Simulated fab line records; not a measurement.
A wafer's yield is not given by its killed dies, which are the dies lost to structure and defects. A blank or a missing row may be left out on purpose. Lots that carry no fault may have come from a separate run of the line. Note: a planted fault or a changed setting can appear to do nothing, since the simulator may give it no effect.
fab line records -- flow sky130
[record] lots = 7, wafers = 18, last_day = 50
route steps=708 shown LOCAL_INTERCONNECT@388 PAD_OPEN@708
lots with no fault: from the same line, run without faults
start_h: hours from the record's opening day to when the first of the lot's shown wafers began -- wait_h: hours since the lot's step before -- " identical to the entry in the row above -- L1.1+2: a row that stands for several wafers -- - no value, or no start was given -- * or withheld: withheld -- < > ~ a bound
route shown NAME@n: NAME is a module with steps in the file, n the number in the route of the first one -- usual: mean/standard deviation taken from wafers without a fault -- same: alike in all rows -- chamber/n: place in a boat -- sites: readings site by site -- _std_site: standard deviation of those values -- _edge_site: inner sites' mean taken away from outer sites' mean -- radius_mm: how far each site lies from the wafer's centre -- mask NAME#n: copy n -- behind: the most recent tool/chamber to have shaped the wafer -- hold: cause of the lot's hold/its duration in hours/its outcome -- device: which transistor (n, p or np) failed to switch -- end of line: the same wafers' tests at the end of the route -- for a step that has no rows: nothing shown but its recipe -- killed: dies that structure and defects cost at the first sort, which is not the same as the wafer's yield -- map: dies across one wafer; x = killed, . = not, _ = none there
set.NAME: the run value of the setting; set.NAME@STEP: its run value at that earlier step -- model.NAME: the simulator's own value behind a step, which no gauge read
certain route steps with their lots: each step a table, each wafer a row
services: the hour from which a tool's chamber was out of use, counted from the record's first day as start_h (under 0 if before that day), plus the number of hours and why
[[steps]]
[step SKY_LOCAL_INTERCONNECT_RS_MEAS_01]
[recipe] thk_meas_gauge = four-point-probe, reads = TiN_of_LOCAL_INTERCONNECT_SPUTTER_00
[usual] LOCAL_INTERCONNECT_TIN_RS = 14.21/0.13
lot.wafer,tool,chamber,start_h,wait_h,LOCAL_INTERCONNECT_TIN_RS[ohm/sq]
L298.2,film_metro-04,-,677.61,0.1,14.27
L298.4,film_metro-04,-,677.61,0.1,14.29
L298.6,film_metro-04,-,677.61,0.1,14.35
L305.4,film_metro-04,-,734.17,0.1,14.04
L305.5,film_metro-04,-,734.17,0.1,14.16
L305.6,film_metro-04,-,734.17,0.1,13.97
L311.2,film_metro-02,-,781.77,0.1,14.47
L311.4,film_metro-02,-,781.77,0.1,14.32
L312.2,film_metro-04,-,787.22,0.1,14.20
L312.4,film_metro-04,-,787.22,0.1,13.98
L313.2,film_metro-03,-,799.56,0.1,14.19
L313.3,film_metro-03,-,799.56,0.1,14.40
L317.3,film_metro-03,-,833.24,0.1,14.17
L317.4,film_metro-03,-,833.24,0.1,14.06
L317.6,film_metro-03,-,833.24,0.1,14.31
L319.1,film_metro-04,-,843.93,0.0,14.11
L319.2,film_metro-04,-,843.93,0.0,14.20
L319.5,film_metro-04,-,843.93,0.0,14.17
[step SKY_LOCAL_INTERCONNECT_THK_MEAS_02]
[recipe] thk_meas_gauge = xrf, reads = TiN_of_LOCAL_INTERCONNECT_SPUTTER_00
[usual] LOCAL_INTERCONNECT_TIN_THK = 99.7/1.1
lot.wafer,tool,chamber,start_h,wait_h,LOCAL_INTERCONNECT_TIN_THK[nm]
L298.2,film_metro-04,-,677.72,0.1,98.4
L298.4,film_metro-04,-,677.72,0.1,98.6
L298.6,film_metro-04,-,677.72,0.1,98.1
L305.4,film_metro-04,-,734.26,0.1,100.8
L305.5,film_metro-04,-,734.26,0.1,100.3
L305.6,film_metro-04,-,734.26,0.1,101.5
L311.2,film_metro-02,-,781.88,0.1,98.2
L311.4,film_metro-02,-,781.88,0.1,98.9
L312.2,film_metro-04,-,787.33,0.1,98.3
L312.4,film_metro-04,-,787.33,0.1,99.8
L313.2,film_metro-03,-,799.67,0.1,100.9
L313.3,film_metro-03,-,799.67,0.1,99.3
L317.3,film_metro-03,-,833.34,0.1,100.3
L317.4,film_metro-03,-,833.34,0.1,101.0
L317.6,film_metro-03,-,833.34,0.1,99.5
L319.1,film_metro-04,-,844.05,0.1,100.0
L319.2,film_metro-04,-,844.05,0.1,99.1
L319.5,film_metro-04,-,844.05,0.1,99.3
[step SKY_LOCAL_INTERCONNECT_DEHYDRATE_03]
[recipe] temp_c = 200, time_s = 60
[step SKY_LOCAL_INTERCONNECT_HMDS_04]
[recipe] prime_time_s = 60, prime_temp_c = 120
[step SKY_LOCAL_INTERCONNECT_COAT_05]
[recipe] resist = BARC, temp_c = withheld, time_s = withheld, spin_rpm = 3000, resist_thk_nm = 60
[step SKY_LOCAL_INTERCONNECT_COAT_06]
[recipe] resist = KrF-thick, spin_rpm = 3000, resist_thk_nm = 450
[step SKY_LOCAL_INTERCONNECT_SOFTBAKE_07]
[recipe] temp_c = 100, time_s = 90, resist = KrF-thick
[step SKY_LOCAL_INTERCONNECT_EXPOSE_08]
[recipe] mask_id = LI1M, na = 0.8, source_shape = annular, sigma_inner = 0.55, sigma_outer = 0.85, target_cd_nm = 170, dose_mj = 28
[step SKY_LOCAL_INTERCONNECT_PEB_09]
[recipe] peb_temp_c = withheld, peb_time_s = withheld, resist = KrF-thick
[step SKY_LOCAL_INTERCONNECT_DEVELOP_10]
[recipe] develop_time_s = 60, resist = KrF-thick, dev_temp_c = 21
[step SKY_LOCAL_INTERCONNECT_CD_MEAS_11]
[recipe] target_cd_nm = 170
[usual] cd_nm = 170.4/1.5
lot.wafer,tool,chamber,start_h,wait_h,cd_nm
L298.2,cd_sem-02,-,705.75,-,169.7
L298.4,cd_sem-02,-,705.75,-,170.8
L298.6,cd_sem-02,-,705.75,-,170.1
L305.4,cd_sem-02,-,761.34,-,168.6
L305.5,cd_sem-02,-,761.34,-,168.1
L305.6,cd_sem-02,-,761.34,-,167.7
L311.2,cd_sem-02,-,808.95,-,168.9
L311.4,cd_sem-02,-,808.95,-,169.4
L312.2,cd_sem-02,-,813.61,-,170.7
L312.4,cd_sem-02,-,813.61,-,170.9
L313.2,cd_sem-01,-,826.09,-,174.1
L313.3,cd_sem-01,-,826.09,-,172.1
L317.3,cd_sem-01,-,859.40,-,169.1
L317.4,cd_sem-01,-,859.40,-,171.2
L317.6,cd_sem-01,-,859.40,-,170.8
L319.1,cd_sem-02,-,869.41,-,168.4
L319.2,cd_sem-02,-,869.41,-,167.8
L319.5,cd_sem-02,-,869.41,-,169.3
[step SKY_LOCAL_INTERCONNECT_OVL_MEAS_12]
[usual] LOCAL_INTERCONNECT_OVL = 2/6
lot.wafer,tool,chamber,start_h,wait_h,LOCAL_INTERCONNECT_OVL[nm]
L298.2,overlay-02,-,705.86,0.1,3
L298.4,overlay-02,-,705.86,0.1,5
L298.6,overlay-02,-,705.86,0.1,8
L305.4,overlay-01,-,761.42,0.1,5
L305.5,overlay-01,-,761.42,0.1,-5
L305.6,overlay-01,-,761.42,0.1,4
L311.2,overlay-01,-,809.06,0.1,-17
L311.4,overlay-01,-,809.06,0.1,-8
L312.2,overlay-01,-,813.71,0.1,2
L312.4,overlay-01,-,813.71,0.1,-2
L313.2,overlay-01,-,826.19,0.1,-4
L313.3,overlay-01,-,826.19,0.1,5
L317.3,overlay-01,-,859.49,0.1,10
L317.4,overlay-01,-,859.49,0.1,8
L317.6,overlay-01,-,859.49,0.1,9
L319.1,overlay-01,-,869.53,0.1,5
L319.2,overlay-01,-,869.53,0.1,5
L319.5,overlay-01,-,869.53,0.1,-3
[step SKY_LOCAL_INTERCONNECT_ETCH_13]
[recipe] chemistry = N2/H2, target = BARC, ion_energy_ev = 200, bias_w = 100, pressure_mtorr = 30, n2_flow_sccm = 100, h2_flow_sccm = 200, icp_w = 500, stop_on = SiO2, time_s = 45.9, target_depth_a = 600
[usual] bias_w = 100.08/0.27, chamber_pressure_mTorr = 30.00/0.043, drypump_motor_current_A = 6.0/0.55, n2_flow_sccm = 99.97/0.29, oes_product_au = 0.855/0.0049, throttle_valve_pct = 13.225/0.0083
lot.wafer,tool,chamber,start_h,wait_h,bias_w,chamber_pressure_mTorr,drypump_motor_current_A,n2_flow_sccm,oes_product_au,rf_hours_counter_h,throttle_valve_pct,model.KrF-thick_of_LOCAL_INTERCONNECT_COAT_06.thk_nm,model.LOCAL_INTERCONNECT.cd_nm,model.SiO2_of_SONOS_ONO_CVD_04.thk_nm
L298.2,rie_metal-04,0,705.89,0.0,100.08,30.01,6.4,100.41,0.855,4,13.233,388.6,170.7,4.036
L298.4,rie_metal-04,1,705.89,0.0,100.44,30.00,6.7,99.91,0.855,-,13.232,392.8,170.9,4.092
L298.6,rie_metal-04,1,705.89,0.0,100.69,30.00,6.8,100.23,0.855,-,13.224,390,169.8,4.001
L305.4,rie_metal-01,0,761.46,0.0,100.35,30.04,5.5,100.07,0.855,-,13.227,392.2,168.6,4.186
L305.5,rie_metal-01,1,761.46,0.0,100.06,30.04,5.4,99.80,0.859,-,13.230,393.8,168.1,4.286
L305.6,rie_metal-01,0,761.46,0.0,100.47,29.98,5.5,100.05,0.863,-,13.236,392.6,167.2,4.21
L311.2,rie_metal-01,1,809.09,0.0,99.68,30.02,5.3,99.48,0.851,10,13.231,395.3,169.3,4.169
L311.4,rie_metal-01,1,809.09,0.0,99.97,30.03,5.4,99.99,0.864,-,13.225,372.6,165.2,3.12
L312.2,rie_metal-01,0,813.74,0.0,100.31,30.06,5.5,100.35,0.856,10,13.220,393.7,169.2,4.206
L312.4,rie_metal-01,1,813.74,0.0,100.22,30.00,5.4,99.87,0.857,-,13.231,370.6,166.4,3.059
L313.2,rie_metal-01,0,826.22,0.0,99.83,29.98,5.5,100.04,0.847,11,13.228,394.5,173.3,4.252
L313.3,rie_metal-01,0,826.22,0.0,100.07,30.06,5.5,100.11,0.859,-,13.220,372.3,166.7,3.146
L317.3,rie_metal-02,1,859.54,0.0,100.42,30.00,6.6,100.31,0.854,-,13.221,393.2,167.6,4.193
L317.4,rie_metal-02,0,859.54,0.0,100.69,30.03,6.0,100.00,0.855,-,13.226,392.8,171.4,4.2
L317.6,rie_metal-02,1,859.54,0.0,100.22,29.99,6.6,100.04,0.859,-,13.220,392.6,169.9,4.224
L319.1,rie_metal-02,1,869.57,0.0,99.56,30.01,6.7,100.05,0.861,10,13.215,393.6,168.4,4.335
L319.2,rie_metal-02,0,869.57,0.0,100.07,30.11,6.0,100.73,0.842,16,13.218,393.5,168.7,4.346
L319.5,rie_metal-02,1,869.57,0.0,100.26,30.07,6.7,100.22,0.847,-,13.217,394.3,169.4,4.357
[step SKY_LOCAL_INTERCONNECT_METAL_ETCH_14]
[recipe] target_depth_nm = 110, stop_on = PSG, chemistry = Cl2/BCl3, target = TiN, resist_sidewall_deg = 88, pressure_mtorr = 10, icp_w = 900, bias_w = 48.5, Cl2_flow_sccm = 60, bcl3_flow_sccm = 30, time_s = 31.4
[usual] bias_w = 48.50/0.15, chamber_pressure_mTorr = 10.001/0.0093, drypump_motor_current_A = 6.0/0.54, oes_product_au = 0.939/0.0069, throttle_valve_pct = 21.902/0.0093
lot.wafer,tool,chamber,start_h,wait_h,bias_w,chamber_pressure_mTorr,drypump_motor_current_A,oes_product_au,rf_hours_counter_h,throttle_valve_pct,model.KrF-thick_of_LOCAL_INTERCONNECT_COAT_06.thk_nm,model.LOCAL_INTERCONNECT.cd_nm
L298.2,rie_metal-04,0,705.95,0.0,48.50,9.995,6.4,0.943,4,21.908,343.3,169.7
L298.4,rie_metal-04,1,705.95,0.0,48.66,9.998,6.7,0.937,-,21.907,348.3,171.1
L298.6,rie_metal-04,1,705.95,0.0,48.84,9.996,6.7,0.929,-,21.910,345.5,170.1
L305.4,rie_metal-01,0,761.52,0.0,48.59,10.003,5.5,0.947,-,21.901,348.6,168.8
L305.5,rie_metal-01,1,761.52,0.0,48.28,9.993,5.4,0.946,-,21.918,350.6,168.5
L305.6,rie_metal-01,0,761.52,0.0,48.41,9.991,5.5,0.952,-,21.884,348.6,167.4
L311.2,rie_metal-01,1,809.15,0.0,48.58,10.001,5.4,0.925,10,21.902,352.3,168.4
L311.4,rie_metal-01,1,809.15,0.0,48.56,10.000,5.4,0.941,-,21.909,329.9,164.1
L312.2,rie_metal-01,0,813.81,0.0,48.46,10.015,5.5,0.940,10,21.918,350.4,169.1
L312.4,rie_metal-01,1,813.81,0.0,48.52,9.991,5.4,0.946,-,21.891,328,166.1
L313.2,rie_metal-01,0,826.29,0.0,48.42,10.001,5.5,0.947,11,21.902,351,173.6
L313.3,rie_metal-01,0,826.29,0.0,48.33,10.008,5.5,0.931,-,21.905,328.8,166.8
L317.3,rie_metal-02,1,859.60,0.0,48.43,10.020,6.6,0.937,-,21.902,349.9,166.2
L317.4,rie_metal-02,0,859.60,0.0,48.49,10.000,6.0,0.939,-,21.892,349.6,172.9
L317.6,rie_metal-02,1,859.60,0.0,48.57,10.003,6.6,0.920,-,21.906,349.2,168.2
L319.1,rie_metal-02,1,869.63,0.0,48.32,9.988,6.7,0.947,10,21.883,349.9,167.1
L319.2,rie_metal-02,0,869.63,0.0,48.80,9.993,6.0,0.936,16,21.903,350.2,170.1
L319.5,rie_metal-02,1,869.63,0.0,48.52,9.996,6.6,0.941,-,21.908,350.7,167.7
[step SKY_LOCAL_INTERCONNECT_STRIP_15]
[recipe] chemistry = O2/N2, power_w = 1400, pressure_mtorr = 1500, platen_temp_c = withheld, o2_flow_sccm = 3000, n2_flow_sccm = 300, overash_fraction = 0.5
[usual] chamber_pressure_mTorr = 1500.2/1.3, drypump_motor_current_A = 5.5/0.47, n2_flow_sccm = 300.2/0.96, oes_product_au = 0.428/0.0045, strip_time_to_endpoint_s = 4.731/0.025
lot.wafer,tool,chamber,start_h,wait_h,chamber_pressure_mTorr,drypump_motor_current_A,n2_flow_sccm,oes_product_au,rf_hours_counter_h,strip_time_to_endpoint_s
L298.2,plasma_asher-02,0,706.00,0.0,1499.3,6.3,298.8,0.418,58,4.666
L298.4,plasma_asher-02,1,706.00,0.0,1501.7,5.2,300.1,0.423,-,4.715
L298.6,plasma_asher-02,1,706.00,0.0,1501.6,5.2,300.5,0.419,-,4.708
L305.4,plasma_asher-03,0,761.58,0.1,1500.5,5.0,300.6,0.428,-,4.726
L305.5,plasma_asher-03,1,761.58,0.1,1500.1,5.1,299.3,0.420,-,4.756
L305.6,plasma_asher-03,0,761.58,0.1,1497.7,5.0,300.1,0.427,-,4.733
L311.2,plasma_asher-03,1,809.20,0.0,1497.2,5.1,300.8,0.433,99,4.764
L311.4,plasma_asher-03,0,809.20,0.0,1500.4,5.0,301.0,0.423,-,4.520
L312.2,plasma_asher-03,1,813.86,0.0,1500.0,5.1,300.0,0.424,99,4.732
L312.4,plasma_asher-03,1,813.86,0.0,1500.6,5.1,301.0,0.421,-,4.493
L313.2,plasma_asher-02,0,826.34,0.0,1499.7,6.3,300.9,0.422,69,4.754
L313.3,plasma_asher-02,1,826.34,0.0,1498.9,5.2,301.0,0.416,-,4.507
L317.3,plasma_asher-04,1,859.67,0.1,1499.2,5.5,299.8,0.433,-,4.716
L317.4,plasma_asher-04,0,859.67,0.1,1499.8,6.0,301.5,0.427,-,4.721
L317.6,plasma_asher-04,1,859.67,0.1,1498.5,5.5,299.9,0.434,-,4.748
L319.1,plasma_asher-04,0,869.68,0.0,1500.7,6.0,300.0,0.431,12,4.734
L319.2,plasma_asher-04,1,869.68,0.0,1500.5,5.5,299.8,0.436,12,4.746
L319.5,plasma_asher-04,0,869.68,0.0,1499.4,6.0,300.3,0.434,-,4.745
[step SKY_LOCAL_INTERCONNECT_STRIP_16]
[recipe] chemistry = post_etch_residue_remover, time_s = 1200, temp_c = 72.5
[step SKY_PAD_OPEN_PROBE_99]
[usual] killed_at_M0_to_M3 = 44/7.5, killed_at_M4_up = 3.2/1.9, killed_at_contacts = 23/4.7, killed_at_front_end = 15/4.7, killed_at_other = 0.4/0.66, killed_dies = 87/9.3, killed_open = 47/7.2, killed_short = 39/6.5
[same] gross_dies = 492, killed_at_back_side = 0
lot.wafer,tool,chamber,start_h,wait_h,killed_at_M0_to_M3,killed_at_M4_up,killed_at_contacts,killed_at_front_end,killed_at_other,killed_dies,killed_open,killed_short,model.etest.res_li.line_ohm_um
L298.2,prober-02,-,1074.95,0.1,26,4,25,16,0,71,43,28,75.86
L298.4,prober-02,-,1075.05,0.2,45,4,18,16,0,83,43,40,75.16
L298.6,prober-02,-,1075.15,0.2,43,3,17,15,0,78,34,44,75.4
L305.4,prober-01,-,1116.04,0.2,38,3,20,12,0,73,44,29,74.77
L305.5,prober-01,-,1116.09,0.2,49,4,13,12,0,78,33,45,74.96
L305.6,prober-01,-,1116.14,0.2,50,1,22,12,0,85,48,37,74.78
L311.2,prober-01,-,1152.07,0.1,30,3,23,19,1,76,42,33,77.21
L311.4,prober-01,-,1152.17,0.2,54,4,18,27,0,103,59,43,78.28
L312.2,prober-02,-,1154.85,0.1,54,2,21,18,1,96,48,48,75.22
L312.4,prober-02,-,1154.95,0.2,47,2,19,24,0,92,59,32,75.71
L313.2,prober-01,-,1164.03,0.1,50,5,26,12,0,93,41,52,73.26
L313.3,prober-01,-,1164.08,0.2,48,3,31,12,0,94,57,37,77.81
L317.3,prober-01,-,1185.49,0.2,53,2,31,16,0,102,56,45,76.59
L317.4,prober-01,-,1185.54,0.2,41,6,28,10,0,85,53,32,73.44
L317.6,prober-01,-,1185.64,0.2,34,3,24,27,0,88,49,39,76.12
L319.1,prober-01,-,1191.33,0.1,47,3,27,19,0,96,58,37,75.9
L319.2,prober-01,-,1191.38,0.1,57,4,19,9,1,90,49,41,75.62
L319.5,prober-01,-,1191.53,0.2,45,3,23,18,0,89,45,43,75.66
// killed by level:class
L298.2 LI_CONTACT:geometric_particle:open=13 CONTACT:geometric_particle:open=7 VIA1:geometric_particle:open=6 POLY_GATE:geometric_particle:short=5 VIA3:geometric_particle:open=5 FIELD_ISO:geometric_particle:open=4 METAL2:geometric_particle:short=4 FIELD_ISO:geometric_particle:short=3
L298.4 VIA2:geometric_particle:open=11 POLY_GATE:geometric_particle:short=8 LI_CONTACT:geometric_particle:open=7 CONTACT:geometric_particle:open=7 VIA1:geometric_particle:open=7 METAL1:geometric_particle:short=5 METAL2:geometric_particle:short=4 VIA3:geometric_particle:short=4
L298.6 VIA3:geometric_particle:open=8 LI_CONTACT:geometric_particle:open=6 VIA1:geometric_particle:short=6 VIA2:geometric_particle:open=6 VIA3:geometric_particle:short=6 POLY_GATE:geometric_particle:short=5 METAL1:geometric_particle:short=5 LI_CONTACT:geometric_particle:short=4
L305.4 VIA1:geometric_particle:open=11 VIA2:geometric_particle:open=8 LI_CONTACT:geometric_particle:open=6 CONTACT:geometric_particle:open=6 FIELD_ISO:geometric_particle:open=5 VIA2:geometric_particle:short=4 SPACER:geometric_particle:short=3 LI_CONTACT:geometric_particle:short=3
L305.5 VIA1:geometric_particle:open=14 METAL2:geometric_particle:short=8 METAL1:geometric_particle:short=7 VIA2:geometric_particle:open=7 LOCAL_INTERCONNECT:geometric_particle:short=5 VIA1:geometric_particle:short=5 METAL4:geometric_particle:short=4 LI_CONTACT:geometric_particle:open=4
L305.6 VIA1:geometric_particle:open=13 CONTACT:geometric_particle:open=10 VIA2:geometric_particle:open=9 METAL2:geometric_particle:short=6 CONTACT:geometric_particle:short=5 METAL1:geometric_particle:short=4 METAL1:geometric_particle:open=4 VIA1:geometric_particle:short=4
L311.2 FIELD_ISO:geometric_particle:open=9 CONTACT:geometric_particle:open=8 POLY_GATE:geometric_particle:short=5 VIA3:geometric_particle:open=5 VIA2:geometric_particle:open=5 LI_CONTACT:geometric_particle:short=4 VIA1:geometric_particle:short=4 METAL2:geometric_particle:short=4
L311.4 VIA1:geometric_particle:open=16 FIELD_ISO:geometric_particle:open=7 METAL1:geometric_particle:short=7 LI_CONTACT:geometric_particle:open=7 VIA3:geometric_particle:open=7 VIA2:geometric_particle:open=7 POLY_GATE:geometric_particle:open=6 VIA1:geometric_particle:short=6
L312.2 CONTACT:geometric_particle:open=11 VIA1:geometric_particle:open=11 METAL2:geometric_particle:short=9 METAL1:geometric_particle:short=8 VIA1:geometric_particle:short=7 FIELD_ISO:geometric_particle:short=6 VIA2:geometric_particle:open=6 POLY_GATE:geometric_particle:short=4
L312.4 VIA1:geometric_particle:open=10 POLY_GATE:geometric_particle:open=8 VIA3:geometric_particle:open=8 LI_CONTACT:geometric_particle:open=7 METAL1:geometric_particle:short=7 VIA2:geometric_particle:open=6 FIELD_ISO:geometric_particle:open=5 CONTACT:geometric_particle:open=4
L313.2 VIA1:geometric_particle:open=13 CONTACT:geometric_particle:open=8 VIA2:geometric_particle:open=7 LI_CONTACT:geometric_particle:short=6 VIA3:geometric_particle:short=6 METAL4:geometric_particle:short=5 LOCAL_INTERCONNECT:geometric_particle:short=5 METAL2:geometric_particle:short=5
L313.3 CONTACT:geometric_particle:open=12 LI_CONTACT:geometric_particle:open=11 VIA1:geometric_particle:open=10 VIA2:geometric_particle:open=9 VIA3:geometric_particle:open=7 METAL2:geometric_particle:short=6 FIELD_ISO:geometric_particle:short=4 CONTACT:geometric_particle:short=4
L317.3 VIA1:geometric_particle:open=13 LOCAL_INTERCONNECT:geometric_particle:short=9 VIA2:geometric_particle:open=9 LI_CONTACT:geometric_particle:open=8 CONTACT:geometric_particle:open=8 VIA1:geometric_particle:short=7 VIA2:geometric_particle:short=6 FIELD_ISO:geometric_particle:short=5
L317.4 CONTACT:geometric_particle:open=15 VIA1:geometric_particle:open=9 VIA1:geometric_particle:short=8 VIA2:geometric_particle:open=7 LI_CONTACT:geometric_particle:open=6 POLY_GATE:geometric_particle:open=5 LI_CONTACT:geometric_particle:short=3 VIA4:geometric_particle:open=3
L317.6 LI_CONTACT:geometric_particle:open=10 POLY_GATE:geometric_particle:open=9 VIA1:geometric_particle:open=9 FIELD_ISO:geometric_particle:short=6 FIELD_ISO:geometric_particle:open=6 CONTACT:geometric_particle:open=6 METAL1:geometric_particle:short=5 METAL2:geometric_particle:short=5
L319.1 CONTACT:geometric_particle:open=13 VIA3:geometric_particle:open=9 VIA2:geometric_particle:open=7 VIA1:geometric_particle:open=7 METAL1:geometric_particle:short=6 FIELD_ISO:geometric_particle:short=5 POLY_GATE:geometric_particle:open=4 SPACER:geometric_particle:short=4
L319.2 VIA1:geometric_particle:open=13 METAL1:geometric_particle:short=10 VIA3:geometric_particle:open=7 LI_CONTACT:geometric_particle:open=6 METAL2:geometric_particle:short=5 VIA2:geometric_particle:open=5 LI_CONTACT:geometric_particle:short=4 CONTACT:geometric_particle:short=4
L319.5 LI_CONTACT:geometric_particle:open=9 VIA1:geometric_particle:open=9 CONTACT:geometric_particle:open=7 METAL1:geometric_particle:short=5 VIA1:geometric_particle:short=5 METAL2:geometric_particle:short=5 FIELD_ISO:geometric_particle:open=4 VIA2:geometric_particle:short=4
[[services]]
tool,chamber,start_h,hours,kind
plasma_asher-04,-,682.13,2.8,repair
rie_metal-01,0,698.94,1.9,repair
rie_metal-01,1,700.08,1.3,repair
plasma_asher-03,-,712.82,2.8,pm
rie_metal-01,0,719.84,3.6,repair
plasma_asher-04,-,733.75,9.0,pm
plasma_asher-04,0,733.75,9.0,vent_cycle
plasma_asher-04,1,733.75,9.0,vent_cycle
rie_metal-01,0,742.35,17.8,repair
plasma_asher-04,0,742.75,-,clean
plasma_asher-04,1,742.75,-,clean
plasma_asher-04,-,786.38,6.1,repair
plasma_asher-02,-,787.73,2.8,pm
rie_metal-02,1,798.33,10.3,repair
plasma_asher-02,-,798.73,13.0,repair
plasma_asher-04,-,808.40,8.5,repair
rie_metal-01,-,810.00,2.5,repair
rie_metal-02,-,841.42,2.8,pm
[[key]]
[first_sign] step = SKY_LOCAL_INTERCONNECT_STRIP_15, reading = strip_time_to_endpoint_s, direction = down, sigmas = 9, usual = *, struck = *
effect none on later readings
[model_effect] step = SKY_LOCAL_INTERCONNECT_ETCH_13, value = KrF-thick_of_LOCAL_INTERCONNECT_COAT_06.thk_nm, without = 394.2, struck = 371.9
[model_effect] step = SKY_LOCAL_INTERCONNECT_METAL_ETCH_14, value = KrF-thick_of_LOCAL_INTERCONNECT_COAT_06.thk_nm, without = 351.2, struck = 328.9
[model_effect] step = SKY_PAD_OPEN_PROBE_99, value = etest.res_li.line_ohm_um, without = 75.22, struck = 77.27
met_at SKY_LOCAL_INTERCONNECT_ETCH_13
struck_wafers L311.4,L312.4,L313.3
tester_left_out L311,L312,L313
onset_between 761.46 809.09
[fault] kind = process_parameter_drift, tool = rie_metal-01, chamber = -, onset_h = 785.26, steps = SKY_LOCAL_INTERCONNECT_ETCH_13, channel = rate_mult, offset = 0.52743, shape = step, end_h = 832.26, scope = struck_wafers_only
// tester_left_out: of these lots the tester's yield and bins aren't shown, on N5 and GAA mostly nor the transistor test; their killed dies are dies lost to structure and defects alone, not to doping, threshold or leakage, so they don't give the yield
